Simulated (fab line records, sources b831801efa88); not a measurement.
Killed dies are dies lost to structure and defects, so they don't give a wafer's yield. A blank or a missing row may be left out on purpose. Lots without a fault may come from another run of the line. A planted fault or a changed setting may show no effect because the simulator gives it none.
Which tool did it? | flow sky130 | 24 lots, 72 wafers sampled, at 5 steps of a route of 708

WHAT THE GAUGES READ, wafer by wafer
SKY_LDD_N_OVL_MEAS_07.
lot  | measured     | on         | LDD_N_OVL (nm)
L074 | day 17 14:43 | overlay-01 | 0.8 -2.4 -0.1
L075 | day 17 20:07 | overlay-01 | -0.7 1.1 -1.1
L076 | day 18 03:40 | overlay-01 | -1.0 -3.1 -2.5
L079 | day 20 05:13 | overlay-01 | -0.8 -1.4 0.2
L077 | day 20 08:49 | overlay-01 | -2.5 -3.0 -2.5
L078 | day 20 09:13 | overlay-01 | -1.3 -2.6 -1.4
L081 | day 20 13:13 | overlay-02 | -0.4 -1.6 -0.9
L080 | day 20 14:31 | overlay-01 | -2.3 -3.6 -2.5
L082 | day 20 18:28 | overlay-01 | -1.4 -2.3 -2.4
L083 | day 22 10:02 | overlay-01 | -0.8 -2.4 -2.3
L084 | day 22 12:08 | overlay-02 | -2.1 -0.7 -3.7
L086 | day 22 12:22 | overlay-02 | -1.4 -1.5 -2.8
L085 | day 22 13:01 | overlay-02 | 0.8 1.0 0.3
L087 | day 22 15:10 | overlay-01 | -0.7 -1.2 -1.3
L089 | day 22 21:10 | overlay-02 | -1.6 -3.3 0.0
L088 | day 22 22:04 | overlay-02 | -0.2 -1.5 0.8
L090 | day 23 11:25 | overlay-01 | -0.8 -2.1 -1.0
L091 | day 23 15:34 | overlay-02 | -2.0 -1.9 -1.7
L092 | day 24 01:46 | overlay-02 | -3.0 -1.2 -2.8
L094 | day 24 15:34 | overlay-01 | -0.1 -1.9 -0.8
L093 | day 24 18:13 | overlay-02 | -1.9 -1.9 -2.7
L095 | day 24 19:49 | overlay-02 | -1.7 0.1 0.5
L096 | day 25 13:25 | overlay-02 | -2.2 0.0 -2.4
L097 | day 25 14:28 | overlay-01 | -2.8 -1.7 -0.8

SKY_SD_N_RS_MEAS_16: measures by four-point-probe.
lot  | measured     | on            | SD_N_RS (ohm/sq)
L074 | day 27 16:55 | film_metro-04 | 68.76 68.79 68.85
L075 | day 27 20:38 | film_metro-01 | 68.62 68.70 68.55
L076 | day 28 01:26 | film_metro-01 | 68.51 68.86 68.67
L079 | day 30 04:12 | film_metro-04 | 68.62 68.83 68.70
L077 | day 30 06:40 | film_metro-04 | 68.76 68.71 68.65
L078 | day 30 08:03 | film_metro-04 | 68.61 68.75 68.79
L081 | day 30 09:20 | film_metro-04 | 68.91 68.68 68.83
L080 | day 30 11:11 | film_metro-01 | 68.45 68.66 68.63
L082 | day 30 18:17 | film_metro-01 | 68.72 68.89 68.69
L083 | day 32 04:40 | film_metro-04 | 68.78 68.88 68.78
L084 | day 32 04:58 | film_metro-03 | 68.56 68.61 68.57
L086 | day 32 07:05 | film_metro-01 | 68.63 68.65 68.59
L085 | day 32 09:09 | film_metro-03 | 68.69 68.62 68.68
L087 | day 32 09:32 | film_metro-04 | 68.67 68.66 68.57
L089 | day 32 15:52 | film_metro-04 | 68.67 68.81 68.71
L088 | day 32 16:50 | film_metro-03 | 68.90 68.79 68.75
L090 | day 33 03:12 | film_metro-04 | 68.76 68.65 68.77
L091 | day 33 07:04 | film_metro-03 | 68.78 68.74 68.71
L092 | day 33 17:12 | film_metro-04 | 68.60 68.58 68.91
L094 | day 34 05:17 | film_metro-04 | 68.71 68.72 68.75
L093 | day 34 08:25 | film_metro-01 | 68.51 68.54 68.34
L095 | day 34 10:00 | film_metro-04 | 68.69 68.65 68.71
L096 | day 35 00:55 | film_metro-04 | 68.61 68.79 68.75
L097 | day 35 02:39 | film_metro-01 | 68.76 68.78 68.66

SKY_CONTACT_RS_MEAS_25: measures by four-point-probe.
lot  | measured     | on            | CONTACT_W_RS (ohm/sq)
L074 | day 31 12:32 | film_metro-03 | 0.343 0.342 0.326
L075 | day 31 15:44 | film_metro-04 | 0.342 0.341 0.325
L076 | day 31 23:47 | film_metro-02 | 0.344 0.343 0.345
L079 | day 33 18:59 | film_metro-02 | 0.345 0.344 0.344
L077 | day 34 00:01 | film_metro-03 | 0.343 0.343 0.339
L078 | day 33 23:44 | film_metro-02 | 0.325 0.343 0.347
L081 | day 34 00:21 | film_metro-04 | 0.326 0.346 0.344
L080 | day 34 02:05 | film_metro-02 | 0.327 0.343 0.324
L082 | day 34 08:05 | film_metro-02 | 0.342 0.346 0.346
L083 | day 35 16:59 | film_metro-04 | 0.343 0.342 0.341
L084 | day 35 17:14 | film_metro-02 | 0.325 0.340 0.328
L086 | day 35 20:50 | film_metro-04 | 0.342 0.342 0.341
L085 | day 35 22:47 | film_metro-03 | 0.338 0.325 0.325
L087 | day 35 23:08 | film_metro-02 | 0.344 0.343 0.344
L089 | day 36 05:10 | film_metro-03 | 0.344 0.330 0.341
L088 | day 36 06:25 | film_metro-02 | 0.342 0.345 0.343
L090 | day 36 16:07 | film_metro-02 | 0.344 0.342 0.345
L091 | day 36 19:26 | film_metro-04 | 0.339 0.338 0.328
L092 | day 37 05:25 | film_metro-04 | 0.323 0.325 0.324
L094 | day 37 16:22 | film_metro-03 | 0.342 0.327 0.326
L093 | day 37 21:30 | film_metro-04 | 0.333 0.336 0.321
L095 | day 37 22:52 | film_metro-03 | 0.350 0.344 0.350
L096 | day 38 12:46 | film_metro-04 | 0.340 0.341 0.340
L097 | day 38 14:38 | film_metro-03 | 0.343 0.341 0.338

WHICH TOOL RAN EACH LOT (tool, then ch and the chambers of the sampled wafers, then the start)
lot  | SKY_CONTACT_CMP_04            | SKY_CONTACT_ETCH_16
L074 | cmp-01 ch 1,2,3, day 30 06:56 | rie_diel-01 ch 1,2,3, day 31 11:35
L075 | cmp-01 ch 2,3, day 30 10:28   | rie_diel-03 ch 0,1,2, day 31 14:46
L076 | cmp-01 ch 0,1,3, day 30 19:46 | rie_diel-01 ch 0,2,3, day 31 22:50
L079 | cmp-01 ch 0,2,3, day 32 14:14 | rie_diel-03 ch 1,2,3, day 33 18:05
L077 | cmp-02 ch 0,1,2, day 32 18:31 | rie_diel-02 ch 2,3, day 33 22:40
L078 | cmp-02 ch 0,2,3, day 32 18:46 | rie_diel-01 ch 0,2,3, day 33 22:50
L081 | cmp-01 ch 2,3, day 32 19:05   | rie_diel-03 ch 0,1,3, day 33 23:19
L080 | cmp-01 ch 0,1,3, day 32 21:23 | rie_diel-01 ch 0,1,2, day 34 01:04
L082 | cmp-02 ch 1,3, day 33 04:01   | rie_diel-01 ch 0,1, day 34 07:04
L083 | cmp-01 ch 2,3, day 34 13:17   | rie_diel-02 ch 0,2,3, day 35 15:56
L084 | cmp-01 ch 0,1, day 34 14:26   | rie_diel-03 ch 0,1, day 35 16:16
L086 | cmp-02 ch 0,3, day 34 16:48   | rie_diel-02 ch 2,3, day 35 19:50
L085 | cmp-01 ch 0,2, day 34 18:57   | rie_diel-01 ch 2,3, day 35 21:53
L087 | cmp-02 ch 0,1,2, day 34 19:28 | rie_diel-03 ch 0,2, day 35 22:10
L089 | cmp-01 ch 0,1,2, day 35 01:50 | rie_diel-02 ch 1,2, day 36 04:13
L088 | cmp-02 ch 0,2, day 35 02:30   | rie_diel-02 ch 1,2,3, day 36 05:25
L090 | cmp-01 ch 0,2,3, day 35 12:32 | rie_diel-03 ch 0,1, day 36 15:13
L091 | cmp-02 ch 0,1, day 35 16:24   | rie_diel-02 ch 0,1,3, day 36 18:31
L092 | cmp-01 ch 0,1,3, day 36 01:49 | rie_diel-01 ch 0,1, day 37 04:31
L094 | cmp-01 ch 2,3, day 36 13:16   | rie_diel-03 ch 0,2,3, day 37 15:26
L093 | cmp-02 ch 0,2,3, day 36 17:25 | rie_diel-03 ch 0,2, day 37 20:34
L095 | cmp-02 ch 0,2,3, day 36 19:02 | rie_diel-01 ch 1,2,3, day 37 21:53
L096 | cmp-01 ch 0,3, day 37 10:01   | rie_diel-02 ch 0,2,3, day 38 11:52
L097 | cmp-02 ch 0,1,2, day 37 10:51 | rie_diel-01 ch 0,2,3, day 38 13:44
- SKY_CONTACT_CMP_04: polishes SiO2.
- SKY_CONTACT_ETCH_16: etches BARC in N2/H2, stops on SiO2, time 45.9 s, target depth 60 nm.

WHAT THE TOOLS THEMSELVES READ (means of the sampled wafers that have a number; where no wafer has one, the mark that the record gives instead)
SKY_CONTACT_CMP_04.
lot  | tool   | motor_current_A (A) | time_to_endpoint_s (s)
L074 | cmp-01 | 12.2                | 81
L075 | cmp-01 | 11.6                | 78
L076 | cmp-01 | 12.2                | 81
L079 | cmp-01 | 12.8                | 78
L077 | cmp-02 | 13.0                | 79
L078 | cmp-02 | 12.1                | 74
L081 | cmp-01 | 12.6                | 79
L080 | cmp-01 | 12.6                | 81
L082 | cmp-02 | 10.8                | 76
L083 | cmp-01 | 12.1                | 77
L084 | cmp-01 | 11.9                | 86
L086 | cmp-02 | 10.7                | 76
L085 | cmp-01 | 13.6                | 83
L087 | cmp-02 | 12.6                | 80
L089 | cmp-01 | 12.9                | 80
L088 | cmp-02 | 12.8                | 80
L090 | cmp-01 | 12.3                | 80
L091 | cmp-02 | 13.1                | 79
L092 | cmp-01 | 11.8                | 81
L094 | cmp-01 | 12.8                | 76
L093 | cmp-02 | 11.8                | 76
L095 | cmp-02 | 11.7                | 76
L096 | cmp-01 | 12.0                | 80
L097 | cmp-02 | 13.2                | 79

SKY_CONTACT_ETCH_16.
lot  | tool        | drypump_motor_current_A (A) | h2_flow_sccm (sccm) | oes_product_au (a.u.) | throttle_valve_pct (%)
L074 | rie_diel-01 | 5.4                         | 200.4               | 0.857                 | 13.218
L075 | rie_diel-03 | 6.1                         | 199.8               | 0.854                 | 13.225
L076 | rie_diel-01 | 5.6                         | 200.0               | 0.857                 | 13.233
L079 | rie_diel-03 | 5.8                         | 200.0               | 0.856                 | 13.233
L077 | rie_diel-02 | 6.1                         | 200.4               | 0.856                 | 13.227
L078 | rie_diel-01 | 5.6                         | 199.8               | 0.858                 | 13.225
L081 | rie_diel-03 | 6.0                         | 200.3               | 0.855                 | 13.229
L080 | rie_diel-01 | 5.2                         | 200.3               | 0.853                 | 13.224
L082 | rie_diel-01 | 5.4                         | 200.5               | 0.854                 | 13.228
L083 | rie_diel-02 | 6.1                         | 200.2               | 0.849                 | 13.227
L084 | rie_diel-03 | 6.0                         | 200.3               | 0.856                 | 13.220
L086 | rie_diel-02 | 5.9                         | 199.8               | 0.859                 | 13.226
L085 | rie_diel-01 | 5.4                         | 199.9               | 0.854                 | 13.230
L087 | rie_diel-03 | 6.3                         | 200.5               | 0.858                 | 13.233
L089 | rie_diel-02 | 5.4                         | 199.6               | 0.856                 | 13.232
L088 | rie_diel-02 | 5.8                         | 200.0               | 0.847                 | 13.221
L090 | rie_diel-03 | 6.0                         | 199.4               | 0.851                 | 13.215
L091 | rie_diel-02 | 6.0                         | 200.0               | 0.856                 | 13.222
L092 | rie_diel-01 | 5.4                         | 200.2               | 0.853                 | 13.227
L094 | rie_diel-03 | 6.1                         | 200.1               | 0.852                 | 13.222
L093 | rie_diel-03 | 6.4                         | 199.8               | 0.851                 | 13.221
L095 | rie_diel-01 | 5.4                         | 200.3               | 0.854                 | 13.219
L096 | rie_diel-02 | 6.1                         | 200.0               | 0.860                 | 13.229
L097 | rie_diel-01 | 5.6                         | 199.6               | 0.850                 | 13.219

THE ANSWER, worked out from the rows above alone
Rule: what is usual is taken from the lots themselves. Put in order of their means at a reading, lots are off if they are a third of the lots or fewer, leave a main group of 4 or more, and stand apart from it by a gap of 3 or more times the standard deviation of the main group's means; of several such gaps the widest counts. A main group whose means are all the same, to the digits that the tables above print for the reading, isn't used. A lot without any number at a reading at which 4 lots or more have one is off too. The other lots that the step has rows for count as sound. The gauges are gone through in route order, then the tools' own readings, and for those a lot's mean is taken as printed above. The first step at which some lot is off is used, and at that step the reading that is off furthest; a lot without a number counts as furthest.
No lot is off at any reading shown: from this, nothing can be told.

WHAT THE SIMULATOR HAD PUT IN
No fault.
